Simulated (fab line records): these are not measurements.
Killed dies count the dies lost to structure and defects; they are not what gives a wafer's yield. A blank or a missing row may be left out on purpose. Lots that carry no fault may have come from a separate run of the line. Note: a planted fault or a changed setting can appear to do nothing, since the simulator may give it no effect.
fab line records	flow gf180mcu
[record] lots = 5	wafers = 15	last-day = 33
route steps=602 shown V4@496 MIM@503
lots that met no fault: from a run of the same line without faults
start-h: hours from the record's opening day to when the first of the lot's shown wafers began	wait-h: hours elapsed since this lot's preceding step	" as in the row above	L1.1+2: one row covering several wafers at once	- no value, or no start was given	* or withheld: withheld	< > ~ a bound
route shown NAME@n: a module of which the file shows steps, and the number in the route of the first	usual: average and standard deviation across the fault-free wafers	same: alike in all rows	chamber/n: place in a boat	sites: the reading at each site	_std_site: their standard deviation	_edge_site: the outer-site mean with the inner-site mean subtracted	radius-mm: how far each site lies from the wafer's centre	mask NAME#n: copy n	behind: tool/chamber where the wafer was last shaped	hold: the reason the lot was held/the length of the hold in hours/how it ended	device: the transistor (n, p or np) that didn't switch	end of line: the same wafers' tests at the end of the route	a step with no rows: only its recipe	killed: dies lost to structure and defects at the first sort, not the wafer's yield	map: shows each die of a wafer: x if killed, . if not, _ if none is there
set.NAME: the setting as run; set.NAME@STEP: as run at that earlier step	model.NAME: the simulator's own value behind a step, which no gauge read
certain route steps with their lots: each step a table, each wafer a row
services: from which hour (start-h, from the record's first day; less than 0 if before it) a tool's chamber was out of use, for how many hours, and why
[[steps]]
[step GF_V4_CLEAN_20]
[recipe] chemistry = DIW	dry = n2-spin
lot.wafer	tool	chamber	start-h	wait-h
L075.1+5+6	wet-bench-03	0	578.24	0.0
L076.1+3+5	wet-bench-02	1	591.69	0.0
L082.1+2+5	wet-bench-01	3	632.69	0.0
L087.1+4+5	wet-bench-01	2	669.92	0.0
L091.1+2+3	wet-bench-01	1	700.22	0.0
[step GF_V4_SPUTTER_21]
[recipe] material = Ti	target-thk-nm = 15	chamber-pressure-pa = 5	power-w = 2500	substrate-temp-c = 200	time-s = 80.02
[usual] chamber-pressure-pa = 4.999/0.01	throttle-valve-pct = 30.7/0.83
[same] time-s = 80.02
lot.wafer	tool	chamber	start-h	wait-h	chamber-pressure-pa	throttle-valve-pct
L075.1	pvd-sputter-04	-	578.33	0.0	5.007	30.1
L075.5	"	-	"	"	4.985	31.3
L075.6	"	-	"	"	4.992	31.9
L076.1	pvd-sputter-01	-	591.78	0.0	4.997	29.6
L076.3	"	-	"	"	4.994	29.6
L076.5	"	-	"	"	5.003	30.7
L082.1	pvd-sputter-01	-	632.78	0.0	4.999	29.6
L082.2	"	-	"	"	5.009	30.6
L082.5	"	-	"	"	4.977	30.8
L087.1	pvd-sputter-04	-	670.02	0.0	4.987	30.1
L087.4	"	-	"	"	5.008	30.7
L087.5	"	-	"	"	4.984	30.8
L091.1	pvd-sputter-04	-	700.31	0.0	4.989	32.3
L091.2	"	-	"	"	5.009	31.5
L091.3	"	-	"	"	4.988	29.9
[step GF_V4_SPUTTER_22]
[recipe] material = TiN	target-thk-nm = 10	chamber-pressure-pa = 5	power-w = 4000	time-s = 40
[usual] chamber-pressure-pa = 5.000/0.0092	throttle-valve-pct = 30.6/0.82
[same] time-s = 40
lot.wafer	tool	chamber	start-h	wait-h	chamber-pressure-pa	throttle-valve-pct
L075.1	pvd-sputter-04	-	578.39	0.0	4.997	30.1
L075.5	"	-	"	"	5.007	31.4
L075.6	"	-	"	"	5.013	32.0
L076.1	pvd-sputter-01	-	591.84	0.0	5.011	29.8
L076.3	"	-	"	"	5.008	29.6
L076.5	"	-	"	"	4.997	30.7
L082.1	pvd-sputter-01	-	632.84	0.0	5.003	29.7
L082.2	"	-	"	"	5.009	30.7
L082.5	"	-	"	"	5.013	30.8
L087.1	pvd-sputter-04	-	670.08	0.0	4.994	29.9
L087.4	"	-	"	"	5.014	30.8
L087.5	"	-	"	"	4.983	30.9
L091.1	pvd-sputter-04	-	700.38	0.0	5.005	32.3
L091.2	"	-	"	"	5.007	31.2
L091.3	"	-	"	"	5.009	29.9
[step GF_V4_CVD_23]
[recipe] material = W	target-thk-nm = 350	time-s = 104.9	temp-c = 400	pressure-torr = 40
[usual] heater-power-w = 750/120
[same] time-s = 104.9
lot.wafer	tool	chamber	start-h	wait-h	heater-power-w
L075.1	cvd-w-02	1	578.43	0.0	590
L075.5	"	0	"	"	865
L075.6	"	1	"	"	587
L076.1	cvd-w-01	0	591.88	0.0	852
L076.3	"	1	"	"	702
L076.5	"	1	"	"	702
L082.1	cvd-w-01	1	632.88	0.0	717
L082.2	"	0	"	"	828
L082.5	"	0	"	"	823
L087.1	cvd-w-02	0	670.12	0.0	867
L087.4	"	1	"	"	598
L087.5	"	1	"	"	587
L091.1	cvd-w-01	0	700.42	0.0	835
L091.2	"	1	"	"	709
L091.3	"	1	"	"	704
[step GF_V4_RS_MEAS_24]
[recipe] thk-meas-gauge = four-point-probe	reads = W_of_V4_CVD_23+TiN_of_V4_SPUTTER_22+Ti_of_V4_SPUTTER_21
[usual] V4_W_RS = 0.326/0.0034
lot.wafer	tool	chamber	start-h	wait-h	V4_W_RS[ohm/sq]
L075.1	film-metro-02	-	578.55	0.1	0.327
L075.5	"	-	"	"	0.330
L075.6	"	-	"	"	0.327
L076.1	film-metro-03	-	592.00	0.1	0.327
L076.3	"	-	"	"	0.328
L076.5	"	-	"	"	0.326
L082.1	film-metro-04	-	632.99	0.1	0.323
L082.2	"	-	"	"	0.320
L082.5	"	-	"	"	0.329
L087.1	film-metro-02	-	670.23	0.1	0.330
L087.4	"	-	"	"	0.330
L087.5	"	-	"	"	0.333
L091.1	film-metro-03	-	700.53	0.1	0.325
L091.2	"	-	"	"	0.328
L091.3	"	-	"	"	0.327
[step GF_V4_THK_MEAS_25]
[recipe] thk-meas-gauge = xrf	reads = W_of_V4_CVD_23
[usual] V4_W_THK = 365/4.8
lot.wafer	tool	chamber	start-h	wait-h	V4_W_THK[nm]
L075.1	film-metro-02	-	578.67	0.1	363
L075.5	"	-	"	"	362
L075.6	"	-	"	"	363
L076.1	film-metro-03	-	592.12	0.1	367
L076.3	"	-	"	"	364
L076.5	"	-	"	"	366
L082.1	film-metro-04	-	633.11	0.1	369
L082.2	"	-	"	"	375
L082.5	"	-	"	"	360
L087.1	film-metro-02	-	670.35	0.1	362
L087.4	"	-	"	"	361
L087.5	"	-	"	"	359
L091.1	film-metro-03	-	700.65	0.1	367
L091.2	"	-	"	"	362
L091.3	"	-	"	"	363
[step GF_V4_CMP_26]
[recipe] stop-on = SiO2	down-force-psi = 3.5	platen-rpm = 60	t-overpolish-s = 15	target-thk-nm = 0	pad-velocity-m-s = 0.94248
[usual] head-pressure-psi = 3.499/0.0074	motor-current-A = 11.1/1.3	overpolish-run-s = 15.000/0.0082	time-to-endpoint-s = 86/3.4
lot.wafer	tool	chamber	start-h	wait-h	head-pressure-psi	motor-current-A	overpolish-run-s	time-to-endpoint-s
L075.1	cmp-02	0	578.73	0.1	3.489	12.0	15.004	87
L075.6	"	0	"	"	3.498	12.6	14.996	88
L075.5	"	1	"	"	3.494	12.5	14.989	86
L076.3	cmp-02	3	592.28	0.1	3.504	11.6	14.985	85
L076.1	"	0	"	"	3.512	12.2	14.984	91
L076.5	"	2	"	"	3.506	9.9	15.006	87
L082.2	cmp-01	2	633.30	0.2	3.500	10.5	15.003	89
L082.1	"	3	"	"	3.498	13.0	15.006	79
L082.5	"	1	"	"	3.496	9.1	15.001	82
L087.1	cmp-02	2	670.41	0.1	3.513	10.2	14.990	86
L087.4	"	1	"	"	3.490	12.6	15.005	83
L087.5	"	3	"	"	3.505	11.8	15.009	83
L091.2	cmp-02	3	700.76	0.1	3.489	12.1	15.013	86
L091.3	"	0	"	"	3.499	12.5	15.004	88
L091.1	"	1	"	"	3.499	12.9	14.996	87
[step GF_MIM_SPUTTER_00]
[recipe] material = Ti	target-thk-nm = 37.5	arriving-ion-energy-ev = 80	substrate-temp-c = 200	chamber-pressure-pa = 2	power-w = 4000	time-s = 150
[usual] chamber-pressure-pa = 1.999/0.0042	throttle-valve-pct = 30.3/1.2
[same] time-s = 150
lot.wafer	tool	chamber	start-h	wait-h	chamber-pressure-pa	throttle-valve-pct
L075.1	pvd-sputter-01	-	579.03	0.2	1.997	30.6
L075.5	"	-	"	"	1.998	29.8
L075.6	"	-	"	"	1.991	29.9
L076.1	pvd-sputter-02	-	592.48	0.1	2.003	30.8
L076.3	"	-	"	"	1.997	30.8
L076.5	"	-	"	"	2.000	31.0
L082.1	pvd-sputter-02	-	633.50	0.1	2.004	31.0
L082.2	"	-	"	"	2.000	30.6
L082.5	"	-	"	"	1.994	27.7
L087.1	pvd-sputter-01	-	670.71	0.2	2.007	29.6
L087.4	"	-	"	"	1.994	29.5
L087.5	"	-	"	"	1.994	29.6
L091.1	pvd-sputter-01	-	701.01	0.1	2.004	29.8
L091.2	"	-	"	"	2.002	30.4
L091.3	"	-	"	"	2.001	29.5
[step GF_MIM_SPUTTER_01]
[recipe] material = TiN	target-thk-nm = 30	power-w = 6500	time-s = 25	chamber-pressure-pa = 0.4
[usual] chamber-pressure-pa = 0.3999/0.00076	throttle-valve-pct = 30.3/1.2
[same] time-s = 25
lot.wafer	tool	chamber	start-h	wait-h	chamber-pressure-pa	throttle-valve-pct
L075.1	pvd-sputter-01	-	579.13	0.1	0.3986	30.5
L075.5	"	-	"	"	0.3988	29.9
L075.6	"	-	"	"	0.4005	29.7
L076.1	pvd-sputter-02	-	592.58	0.1	0.3996	31.1
L076.3	"	-	"	"	0.4018	31.0
L076.5	"	-	"	"	0.4005	30.9
L082.1	pvd-sputter-02	-	633.60	0.1	0.3998	31.0
L082.2	"	-	"	"	0.4006	30.7
L082.5	"	-	"	"	0.3988	27.6
L087.1	pvd-sputter-01	-	670.81	0.1	0.3994	29.6
L087.4	"	-	"	"	0.3991	29.8
L087.5	"	-	"	"	0.3986	29.5
L091.1	pvd-sputter-01	-	701.11	0.1	0.4010	29.8
L091.2	"	-	"	"	0.3999	30.4
L091.3	"	-	"	"	0.4000	29.7
[step GF_MIM_SPUTTER_02]
[recipe] material = AlCu	target-thk-nm = 450	power-w = 10600	time-s = 23.9	chamber-pressure-pa = 0.4
[usual] chamber-pressure-pa = 0.4000/0.00077	throttle-valve-pct = 30.3/1.2
[same] time-s = 23.9
lot.wafer	tool	chamber	start-h	wait-h	chamber-pressure-pa	throttle-valve-pct
L075.1	pvd-sputter-01	-	579.16	0.0	0.4007	30.6
L075.5	"	-	"	"	0.4003	29.8
L075.6	"	-	"	"	0.3985	29.7
L076.1	pvd-sputter-02	-	592.61	0.0	0.3989	31.0
L076.3	"	-	"	"	0.3987	30.8
L076.5	"	-	"	"	0.3996	30.7
L082.1	pvd-sputter-02	-	633.63	0.0	0.4008	30.9
L082.2	"	-	"	"	0.4024	31.2
L082.5	"	-	"	"	0.3988	27.5
L087.1	pvd-sputter-01	-	670.85	0.0	0.4014	29.9
L087.4	"	-	"	"	0.4006	29.6
L087.5	"	-	"	"	0.4006	29.8
L091.1	pvd-sputter-01	-	701.14	0.0	0.4007	29.8
L091.2	"	-	"	"	0.3997	30.5
L091.3	"	-	"	"	0.3998	29.7
[step GF_MIM_SPUTTER_03]
[recipe] material = Ti	target-thk-nm = 10	substrate-temp-c = 300	chamber-pressure-pa = 0.3	power-w = 3000	time-s = 6.7
[usual] chamber-pressure-pa = 0.2999/0.00064	throttle-valve-pct = 30.3/1.2
[same] time-s = 6.7
lot.wafer	tool	chamber	start-h	wait-h	chamber-pressure-pa	throttle-valve-pct
L075.1	pvd-sputter-01	-	579.19	0.0	0.2991	30.7
L075.5	"	-	"	"	0.2997	29.9
L075.6	"	-	"	"	0.3002	29.4
L076.1	pvd-sputter-02	-	592.64	0.0	0.2997	31.0
L076.3	"	-	"	"	0.2987	30.8
L076.5	"	-	"	"	0.2993	31.0
L082.1	pvd-sputter-02	-	633.66	0.0	0.2990	31.0
L082.2	"	-	"	"	0.3000	30.7
L082.5	"	-	"	"	0.2990	27.7
L087.1	pvd-sputter-01	-	670.88	0.0	0.3003	29.6
L087.4	"	-	"	"	0.2999	29.5
L087.5	"	-	"	"	0.2992	29.6
L091.1	pvd-sputter-01	-	701.17	0.0	0.2990	29.8
L091.2	"	-	"	"	0.2994	30.5
L091.3	"	-	"	"	0.2995	29.6
[step GF_MIM_SPUTTER_04]
[recipe] material = TiN	target-thk-nm = 50	power-w = 6500	time-s = 41.7	chamber-pressure-pa = 0.4
[usual] chamber-pressure-pa = 0.4000/0.00076	throttle-valve-pct = 30.3/1.2
[same] time-s = 41.7
lot.wafer	tool	chamber	start-h	wait-h	chamber-pressure-pa	throttle-valve-pct
L075.1	pvd-sputter-01	-	579.21	0.0	0.3994	30.6
L075.5	"	-	"	"	0.4010	29.6
L075.6	"	-	"	"	0.3996	29.7
L076.1	pvd-sputter-02	-	592.66	0.0	0.3995	30.8
L076.3	"	-	"	"	0.4000	30.9
L076.5	"	-	"	"	0.4008	30.9
L082.1	pvd-sputter-02	-	633.68	0.0	0.4004	30.9
L082.2	"	-	"	"	0.4002	30.9
L082.5	"	-	"	"	0.3997	27.8
L087.1	pvd-sputter-01	-	670.90	0.0	0.4002	29.8
L087.4	"	-	"	"	0.3995	29.6
L087.5	"	-	"	"	0.3996	29.9
L091.1	pvd-sputter-01	-	701.20	0.0	0.3995	29.7
L091.2	"	-	"	"	0.3997	30.5
L091.3	"	-	"	"	0.4008	29.4
[step GF_MIM_CVD_05]
[recipe] material = Si3N4	target-thk-nm = 42	temp-max-c = 400	temp-c = 385	time-s = 29.086	rf-w = 450
[usual] heater-power-w = 688/80
[same] time-s = 29.086
lot.wafer	tool	chamber	start-h	wait-h	heater-power-w
L075.1	pecvd-02	2	579.25	0.0	720
L075.5	"	1	"	"	713
L075.6	"	0	"	"	747
L076.1	pecvd-02	1	592.70	0.0	815
L076.3	"	0	"	"	702
L076.5	"	0	"	"	706
L082.1	pecvd-02	1	633.72	0.0	781
L082.2	"	0	"	"	651
L082.5	"	1	"	"	767
L087.1	pecvd-03	1	670.94	0.0	645
L087.4	"	1	"	"	659
L087.5	"	0	"	"	547
L091.1	pecvd-03	1	701.24	0.0	722
L091.2	"	0	"	"	644
L091.3	"	2	"	"	583
[step GF_MIM_THK_MEAS_06]
[recipe] reads = Si3N4_of_MIM_CVD_05
[usual] MIM_CVD_05_THK = 41.8/0.6
lot.wafer	tool	chamber	start-h	wait-h	MIM_CVD_05_THK[nm]
L075.1	film-metro-01	-	579.28	0.0	42.0
L075.5	"	-	"	"	43.3
L075.6	"	-	"	"	42.6
L076.1	film-metro-04	-	592.73	0.0	42.8
L076.3	"	-	"	"	41.6
L076.5	"	-	"	"	41.7
L082.1	film-metro-04	-	633.75	0.0	42.3
L082.2	"	-	"	"	41.3
L082.5	"	-	"	"	42.2
L087.1	film-metro-02	-	670.97	0.0	42.0
L087.4	"	-	"	"	42.7
L087.5	"	-	"	"	43.2
L091.1	film-metro-04	-	701.27	0.0	41.2
L091.2	"	-	"	"	41.5
L091.3	"	-	"	"	41.5
[step GF_MIM_SPUTTER_07]
[recipe] material = TiN	target-thk-nm = 60	power-w = 6500	time-s = 50	chamber-pressure-pa = 0.4
[usual] chamber-pressure-pa = 0.4002/0.00086	throttle-valve-pct = 30.4/1
[same] time-s = 50
lot.wafer	tool	chamber	start-h	wait-h	chamber-pressure-pa	throttle-valve-pct
L075.1	pvd-sputter-04	-	579.34	0.1	0.4006	31.4
L075.5	"	-	"	"	0.4014	30.7
L075.6	"	-	"	"	0.3991	31.3
L076.1	pvd-sputter-01	-	592.79	0.1	0.3987	30.6
L076.3	"	-	"	"	0.3995	29.8
L076.5	"	-	"	"	0.3993	30.5
L082.1	pvd-sputter-01	-	633.81	0.1	0.4019	29.7
L082.2	"	-	"	"	0.3998	30.5
L082.5	"	-	"	"	0.4000	29.7
L087.1	pvd-sputter-02	-	671.03	0.1	0.3998	30.7
L087.4	"	-	"	"	0.3995	31.3
L087.5	"	-	"	"	0.3992	30.8
L091.1	pvd-sputter-02	-	701.33	0.1	0.3988	30.8
L091.2	"	-	"	"	0.3998	27.9
L091.3	"	-	"	"	0.4002	31.0
[step GF_MIM_SPUTTER_08]
[recipe] material = AlCu	target-thk-nm = 200	power-w = 10600	time-s = 10.6	chamber-pressure-pa = 0.4
[usual] chamber-pressure-pa = 0.4001/0.00083	throttle-valve-pct = 30.3/1
[same] time-s = 10.6
lot.wafer	tool	chamber	start-h	wait-h	chamber-pressure-pa	throttle-valve-pct
L075.1	pvd-sputter-04	-	579.38	0.0	0.4010	31.4
L075.5	"	-	"	"	0.4000	30.8
L075.6	"	-	"	"	0.4014	31.3
L076.1	pvd-sputter-01	-	592.83	0.0	0.3994	30.7
L076.3	"	-	"	"	0.3999	29.5
L076.5	"	-	"	"	0.3989	30.6
L082.1	pvd-sputter-01	-	633.85	0.0	0.3997	29.8
L082.2	"	-	"	"	0.3996	30.7
L082.5	"	-	"	"	0.3998	29.9
L087.1	pvd-sputter-02	-	671.07	0.0	0.4004	30.8
L087.4	"	-	"	"	0.4004	30.9
L087.5	"	-	"	"	0.4001	30.7
L091.1	pvd-sputter-02	-	701.37	0.0	0.3992	30.5
L091.2	"	-	"	"	0.3997	27.8
L091.3	"	-	"	"	0.4005	31.2
[step GF_MIM_SPUTTER_09]
[recipe] material = TiN	target-thk-nm = 35	power-w = 6500	time-s = 29.2	chamber-pressure-pa = 0.4
[usual] chamber-pressure-pa = 0.3999/0.00079	throttle-valve-pct = 30.3/1
[same] time-s = 29.2
lot.wafer	tool	chamber	start-h	wait-h	chamber-pressure-pa	throttle-valve-pct
L075.1	pvd-sputter-04	-	579.41	0.0	0.4012	31.2
L075.5	"	-	"	"	0.3999	30.9
L075.6	"	-	"	"	0.4008	31.3
L076.1	pvd-sputter-01	-	592.86	0.0	0.4002	30.6
L076.3	"	-	"	"	0.3991	29.6
L076.5	"	-	"	"	0.4006	30.5
L082.1	pvd-sputter-01	-	633.88	0.0	0.3990	29.6
L082.2	"	-	"	"	0.3998	30.3
L082.5	"	-	"	"	0.3992	29.8
L087.1	pvd-sputter-02	-	671.10	0.0	0.4005	30.7
L087.4	"	-	"	"	0.4008	31.1
L087.5	"	-	"	"	0.4018	30.6
L091.1	pvd-sputter-02	-	701.39	0.0	0.4004	30.8
L091.2	"	-	"	"	0.3991	27.6
L091.3	"	-	"	"	0.4003	31.0
[step GF_MIM_RS_MEAS_10]
[recipe] thk-meas-gauge = four-point-probe	reads = TiN_of_MIM_SPUTTER_09+AlCu_of_MIM_SPUTTER_08+TiN_of_MIM_SPUTTER_07
[usual] MIM_ALCU_RS = 0.1600/0.0022
lot.wafer	tool	chamber	start-h	wait-h	MIM_ALCU_RS[ohm/sq]
L075.1	film-metro-02	-	579.44	0.0	0.1618
L075.5	"	-	"	"	0.1591
L075.6	"	-	"	"	0.1620
L076.1	film-metro-04	-	592.89	0.0	0.1651
L076.3	"	-	"	"	0.1586
L076.5	"	-	"	"	0.1623
L082.1	film-metro-04	-	633.91	0.0	0.1563
L082.2	"	-	"	"	0.1591
L082.5	"	-	"	"	0.1569
L087.1	film-metro-01	-	671.13	0.0	0.1594
L087.4	"	-	"	"	0.1599
L087.5	"	-	"	"	0.1583
L091.1	film-metro-02	-	701.43	0.0	0.1597
L091.2	"	-	"	"	0.1566
L091.3	"	-	"	"	0.1614
[step GF_MIM_THK_MEAS_11]
[recipe] thk-meas-gauge = xrf	reads = AlCu_of_MIM_SPUTTER_08
[usual] MIM_ALCU_THK = 198.4/3
lot.wafer	tool	chamber	start-h	wait-h	MIM_ALCU_THK[nm]
L075.1	film-metro-02	-	579.56	0.1	195.3
L075.5	"	-	"	"	199.4
L075.6	"	-	"	"	195.7
L076.1	film-metro-04	-	593.01	0.1	190.0
L076.3	"	-	"	"	198.6
L076.5	"	-	"	"	193.9
L082.1	film-metro-04	-	634.03	0.1	202.4
L082.2	"	-	"	"	199.8
L082.5	"	-	"	"	200.6
L087.1	film-metro-01	-	671.25	0.1	200.8
L087.4	"	-	"	"	198.6
L087.5	"	-	"	"	200.5
L091.1	film-metro-02	-	701.55	0.1	198.7
L091.2	"	-	"	"	204.2
L091.3	"	-	"	"	196.7
[step GF_MIM_DEHYDRATE_12]
[recipe] temp-c = 200	time-s = 60
[usual] heater-power-total-W = 160.37/0.13
[same] time-s = 60
lot.wafer	tool	chamber	start-h	wait-h	heater-power-total-W
L075.1	litho-track-01	0	589.97	10.4	160.43
L075.5	"	0	"	"	160.49
L075.6	"	0	"	"	160.41
L076.1	litho-track-04	0	602.95	9.9	160.49
L076.3	"	0	"	"	160.24
L076.5	"	0	"	"	160.32
L082.1	litho-track-04	0	642.80	8.8	160.16
L082.2	"	0	"	"	160.23
L082.5	"	0	"	"	160.52
L087.1	litho-track-01	0	679.82	8.6	160.52
L087.4	"	0	"	"	160.39
L087.5	"	0	"	"	160.32
L091.1	litho-track-03	0	709.50	7.9	160.36
L091.2	"	0	"	"	160.36
L091.3	"	0	"	"	160.45
[step GF_MIM_HMDS_13]
[recipe] prime-time-s = 60	prime-temp-c = 120
lot.wafer	tool	chamber	start-h	wait-h
L075.1+5+6	litho-track-01	0	590.12	0.1
L076.1+3+5	litho-track-04	0	603.10	0.1
L082.1+2+5	litho-track-04	0	642.95	0.1
L087.1+4+5	litho-track-01	0	679.97	0.1
L091.1+2+3	litho-track-03	0	709.65	0.1
[step GF_MIM_COAT_14]
[recipe] resist = NOVOLAK	spin-rpm = 3000	resist-thk-nm = 1000
[usual] dispense-pressure-kPa = 46/3.6
lot.wafer	tool	chamber	start-h	wait-h	dispense-pressure-kPa
L075.1	litho-track-01	0	590.27	0.1	43
L075.5	"	0	"	"	43
L075.6	"	0	"	"	43
L076.1	litho-track-04	0	603.25	0.1	45
L076.3	"	0	"	"	45
L076.5	"	0	"	"	45
L082.1	litho-track-04	0	643.10	0.1	45
L082.2	"	0	"	"	45
L082.5	"	0	"	"	45
L087.1	litho-track-01	0	680.12	0.1	43
L087.4	"	0	"	"	43
L087.5	"	0	"	"	43
L091.1	litho-track-03	0	709.80	0.1	52
L091.2	"	0	"	"	52
L091.3	"	0	"	"	52
[step GF_MIM_SOFTBAKE_15]
[recipe] temp-c = 90	time-s = 60	resist = NOVOLAK
[usual] heater-power-total-W = 56.60/0.041
[same] time-s = 60
lot.wafer	tool	chamber	start-h	wait-h	heater-power-total-W
L075.1	litho-track-01	0	590.42	0.1	56.62
L075.5	"	0	"	"	56.55
L075.6	"	0	"	"	56.58
L076.1	litho-track-04	0	603.40	0.1	56.59
L076.3	"	0	"	"	56.56
L076.5	"	0	"	"	56.56
L082.1	litho-track-04	0	643.25	0.1	56.62
L082.2	"	0	"	"	56.59
L082.5	"	0	"	"	56.65
L087.1	litho-track-01	0	680.27	0.1	56.64
L087.4	"	0	"	"	56.54
L087.5	"	0	"	"	56.70
L091.1	litho-track-03	0	709.95	0.1	56.58
L091.2	"	0	"	"	56.65
L091.3	"	0	"	"	56.59
[step GF_MIM_EXPOSE_16]
[recipe] mask-id = FuseTop	target-cd-nm = 2000	na = 0.6	source-shape = conventional	sigma-outer = 0.6	dose-mj = 140
lot.wafer	tool	chamber	start-h	wait-h	mask
L075.1+5+6	iline-stepper-01	0	-	-	FuseTop#0
L076.1+3+5	iline-stepper-02	0	-	-	FuseTop#0
L082.1+2+5	iline-stepper-01	0	-	-	FuseTop#0
L087.1+4+5	iline-stepper-01	0	-	-	FuseTop#0
L091.1+2+3	iline-stepper-01	0	-	-	FuseTop#0
[step GF_MIM_PEB_17]
[recipe] temp-c = withheld	time-s = *	resist = NOVOLAK
[same] time-s = *
lot.wafer	tool	chamber	start-h	wait-h
L075.1+5+6	litho-track-04	0	-	-
L076.1+3+5	litho-track-04	0	-	-
L082.1+2+5	litho-track-04	0	-	-
L087.1+4+5	litho-track-03	0	-	-
L091.1+2+3	litho-track-03	0	-	-
[step GF_MIM_DEVELOP_18]
[recipe] develop-time-s = 60	dev-temp-c = 23
[usual] developer-temp-C = 22.98/0.096
lot.wafer	tool	chamber	start-h	wait-h	developer-temp-C
L075.1	litho-track-04	0	601.20	0.1	22.88
L075.5	"	0	"	"	22.93
L075.6	"	0	"	"	22.90
L076.1	litho-track-04	0	613.75	0.1	22.97
L076.3	"	0	"	"	22.84
L076.5	"	0	"	"	23.03
L082.1	litho-track-04	0	653.75	0.1	22.96
L082.2	"	0	"	"	22.77
L082.5	"	0	"	"	22.96
L087.1	litho-track-03	0	689.35	0.1	22.87
L087.4	"	0	"	"	23.01
L087.5	"	0	"	"	22.89
L091.1	litho-track-03	0	719.00	0.1	23.02
L091.2	"	0	"	"	22.87
L091.3	"	0	"	"	22.93
[step GF_MIM_METAL_ETCH_19]
[recipe] chemistry = Cl2/BCl3	mask-material = NOVOLAK	stop-on = Si3N4	target-depth-nm = 324.5	pressure-mtorr = 8	icp-w = 800	bias-w = 140	Cl2_flow_sccm = 80	bcl3-flow-sccm = 40	time-s = 54.1
[usual] bcl3-flow-sccm = 39.97/0.12	drypump-motor-current-A = 5.6/0.36	oes-product-au = 0.942/0.0072	throttle-valve-pct = 28.284/0.011
[same] time-s = 54.1
lot.wafer	tool	chamber	start-h	wait-h	bcl3-flow-sccm	drypump-motor-current-A	oes-product-au	rf-hours-counter-h	throttle-valve-pct
L075.1	rie-metal-01	1	601.35	0.1	39.92	5.7	0.935	6	28.288
L075.5	"	0	"	"	39.89	5.9	0.945	-	28.276
L075.6	"	1	"	"	40.09	5.7	0.939	-	28.282
L076.1	rie-metal-03	0	613.90	0.1	39.76	4.8	0.936	2	28.286
L076.3	"	1	"	"	39.81	5.8	0.942	-	28.282
L076.5	"	1	"	"	39.99	5.8	0.935	-	28.283
L082.1	rie-metal-01	1	653.90	0.1	40.00	5.7	0.955	8	28.266
L082.2	"	0	"	"	39.94	6.0	0.940	10	28.293
L082.5	"	0	"	"	40.14	6.0	0.947	-	28.277
L087.1	rie-metal-01	0	689.50	0.1	40.00	6.0	0.944	11	28.290
L087.4	"	0	"	"	40.13	5.9	0.937	-	28.284
L087.5	"	1	"	"	40.05	5.7	0.948	-	28.286
L091.1	rie-metal-03	1	719.15	0.1	39.88	5.8	0.950	7	28.275
L091.2	"	0	"	"	39.91	4.8	0.953	6	28.266
L091.3	"	1	"	"	40.26	5.8	0.946	-	28.285
[[services]]
tool	chamber	start-h	hours	kind
pvd-sputter-02	-	557.98	23.9	repair
iline-stepper-02	-	563.54	2.1	pm
pecvd-03	-	568.69	0.8	repair
pvd-sputter-01	-	571.10	2.4	repair
iline-stepper-02	-	577.33	4.4	pm
rie-metal-03	-	580.17	14.6	pm
cmp-01	-	580.65	2.4	repair
cmp-01	-	587.00	4.0	pm
pvd-sputter-04	-	598.99	1.2	repair
rie-metal-03	0	604.24	1.1	repair
cvd-w-01	-	611.03	6.0	pm
pvd-sputter-01	3	630.43	-	consumable-replace:kit
pecvd-03	0	655.02	11.1	repair
pecvd-03	-	655.19	2.8	pm
cmp-02	-	659.79	1.1	repair
cmp-02	-	682.73	2.5	repair
pvd-sputter-02	-	687.25	5.4	repair
iline-stepper-01	-	697.90	11.8	repair
cvd-w-02	-	699.54	1.3	repair
pecvd-03	-	700.42	0.3	repair
iline-stepper-01	-	705.73	3.1	repair
cmp-02	-	709.68	2.8	repair
wet-bench-03	-	709.82	2.7	repair
cmp-02	-	718.33	4.8	pm
[[key]]
fault none
